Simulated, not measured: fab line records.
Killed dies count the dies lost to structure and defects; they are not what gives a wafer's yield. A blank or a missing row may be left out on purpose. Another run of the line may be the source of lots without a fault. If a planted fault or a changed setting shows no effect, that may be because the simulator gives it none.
The tool behind it: which one? | flow gf180mcu | 12 lots with 36 wafers sampled at 5 steps, on a route of 602 steps

WHAT THE GAUGES READ, wafer by wafer
GF_VT_IMPLANT_OVL_MEAS_40.
lot  | measured     | on         | VT_IMPLANT_03_OVL (nm)
L432 | day 8 02:57  | overlay-01 | -2.2 0.2 -1.5
L433 | day 8 10:20  | overlay-01 | -2.7 -1.3 -2.0
L435 | day 8 21:32  | overlay-01 | 1.8 0.2 -1.3
L437 | day 9 15:32  | overlay-02 | -0.5 -0.4 -0.8
L438 | day 9 20:30  | overlay-02 | 0.9 -0.5 1.3
L446 | day 12 01:43 | overlay-02 | 1.4 -1.6 -1.9
L447 | day 12 07:47 | overlay-01 | -1.2 0.0 -0.3
L448 | day 12 14:19 | overlay-02 | -1.4 1.2 0.6
L449 | day 12 21:21 | overlay-01 | -2.8 -2.0 -1.2
L451 | day 13 09:26 | overlay-02 | -0.4 0.9 1.1
L452 | day 13 18:10 | overlay-01 | 1.6 0.2 -0.2
L453 | day 14 03:26 | overlay-01 | 0.0 0.0 -0.6

GF_POLY_GATE_CD_MEAS_18.
lot  | measured     | on        | cd-nm (nm)
L432 | day 9 21:40  | cd-sem-02 | 280.7 281.3 282.3
L433 | day 10 07:50 | cd-sem-01 | 277.8 278.3 281.1
L435 | day 10 19:04 | cd-sem-01 | 280.7 278.9 279.4
L437 | day 11 11:22 | cd-sem-01 | 276.7 277.8 278.8
L438 | day 11 19:20 | cd-sem-01 | 279.9 276.9 276.1
L446 | day 14 05:32 | cd-sem-02 | 278.3 277.6 281.5
L447 | day 14 10:08 | cd-sem-02 | 278.0 280.3 280.8
L448 | day 14 17:26 | cd-sem-01 | 282.2 282.2 280.7
L449 | day 14 21:16 | cd-sem-01 | 281.6 280.9 281.2
L451 | day 15 14:56 | cd-sem-01 | 279.2 280.1 277.9
L452 | day 15 19:45 | cd-sem-02 | 279.1 278.2 277.9
L453 | day 16 07:53 | cd-sem-01 | 283.6 282.0 281.8

GF_HV_LDD_CD_MEAS_31: target cd 400 nm.
lot  | measured     | on        | cd-nm (nm)
L432 | day 12 05:12 | cd-sem-02 | 399.8 400.6 400.6
L433 | day 12 15:36 | cd-sem-02 | 401.4 400.7 403.1
L435 | day 13 04:39 | cd-sem-01 | 400.2 401.1 399.2
L437 | day 13 22:24 | cd-sem-01 | 401.2 400.5 399.2
L438 | day 14 07:01 | cd-sem-01 | 400.1 400.6 400.0
L446 | day 16 23:19 | cd-sem-01 | 396.6 397.4 397.0
L447 | day 17 02:24 | cd-sem-02 | 399.7 401.3 402.8
L448 | day 17 11:55 | cd-sem-02 | 398.0 396.9 394.8
L449 | day 17 16:06 | cd-sem-02 | 396.3 399.0 396.2
L451 | day 18 10:33 | cd-sem-02 | 405.0 401.1 404.1
L452 | day 18 17:53 | cd-sem-02 | 399.1 400.2 400.5
L453 | day 19 06:31 | cd-sem-01 | 397.7 399.4 399.6

GF_PASSIVATION_THK_MEAS_01.
lot  | measured     | on            | PASSIVATION_CVD_00_THK (nm)
L432 | day 28 18:53 | film-metro-02 | 1026 1013 1043
L433 | day 29 06:22 | film-metro-04 | 1021 1016 1033
L435 | day 29 20:15 | film-metro-04 | 1020 1047 1028
L437 | day 30 11:28 | film-metro-03 | 1008 1015 1031
L438 | day 30 17:48 | film-metro-04 | 1004 1050 1036
L446 | day 32 22:25 | film-metro-02 | 736 740 740
L447 | day 33 00:58 | film-metro-03 | 715 732 725
L448 | day 33 06:57 | film-metro-04 | 1032 1025 1043
L449 | day 33 10:15 | film-metro-03 | 1010 1039 1024
L451 | day 33 22:49 | film-metro-04 | 999 1004 1014
L452 | day 34 04:38 | film-metro-04 | 1022 1038 1023
L453 | day 34 11:08 | film-metro-03 | 1022 1035 1033

WHAT TOOL EACH LOT RAN ON (gives the tool, then ch and the chambers of the sampled wafers, and finally the start)
lot  | GF_PASSIVATION_CVD_00
L432 | pecvd-01 ch 1,2, day 28 18:49
L433 | pecvd-03 ch 1,2, day 29 06:17
L435 | pecvd-03 ch 0,2, day 29 20:10
L437 | pecvd-01 ch 0,2, day 30 11:23
L438 | pecvd-03 ch 1,2, day 30 17:43
L446 | pecvd-03 ch 1,2, day 32 22:19
L447 | pecvd-03 ch 1,2, day 33 00:53
L448 | pecvd-01 ch 0,2, day 33 06:52
L449 | pecvd-02 ch 0,2, day 33 10:10
L451 | pecvd-02 ch 0,1,2, day 33 22:44
L452 | pecvd-01 ch 0,1,2, day 34 04:33
L453 | pecvd-01 ch 0,1,2, day 34 11:02
- GF_PASSIVATION_CVD_00: deposits SiO2 from TEOS, target thk 1000 nm, time 114.3 s.

AS READ BY THE TOOLS THEMSELVES (means over the sampled wafers that have a number; for cases with no such wafer, the mark the record gives instead)
GF_PASSIVATION_CVD_00.
lot  | tool     | heater-power-w (W)
L432 | pecvd-01 | 653
L433 | pecvd-03 | 746
L435 | pecvd-03 | 826
L437 | pecvd-01 | 705
L438 | pecvd-03 | 723
L446 | pecvd-03 | 726
L447 | pecvd-03 | 779
L448 | pecvd-01 | 650
L449 | pecvd-02 | 608
L451 | pecvd-02 | 610
L452 | pecvd-01 | 759
L453 | pecvd-01 | 707

THE ANSWER, worked out from the rows above alone
Rule: usual is defined by the lots themselves. Put in order of their means at a reading, lots are off if they are a third of the lots or fewer, leave a main group of 4 or more, and stand apart from it by a gap of 3 or more times the standard deviation of the main group's means; of several such gaps the widest counts. The tables above print the reading to a certain number of digits; a main group whose means all agree to those digits is not used. A lot without any number at a reading at which 4 lots or more have one is off too. The other lots that the step has rows for count as sound. The gauges are gone through in route order, then the tools' own readings, and for those a lot's mean is taken as printed above. At the first step where some lot is off, the reading lying furthest off is the one used; lots without a number count as furthest.
Off: L446, L447, seen at GF_PASSIVATION_THK_MEAS_01 (PASSIVATION_CVD_00_THK). The main group: mean 1025 nm, standard deviation 7.8.
A tool fits if, at a process step before that reading, it ran every lot that is off, and no sound lot after the first of them. Gauges at GF_PASSIVATION_THK_MEAS_01: tried the same way as those tools. One fits: pecvd-03 at GF_PASSIVATION_CVD_00. Its last sound lot is L438 (day 30 17:43), its first lot that is off L446 (day 32 22:19): a fault that began between those two fits.

WHAT THE SIMULATOR PUT IN
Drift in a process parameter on pecvd-03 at GF_PASSIVATION_CVD_00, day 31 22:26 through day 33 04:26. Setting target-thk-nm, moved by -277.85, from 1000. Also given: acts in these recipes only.
Shown lots that were struck: L446, L447. Same finding as the rule above.
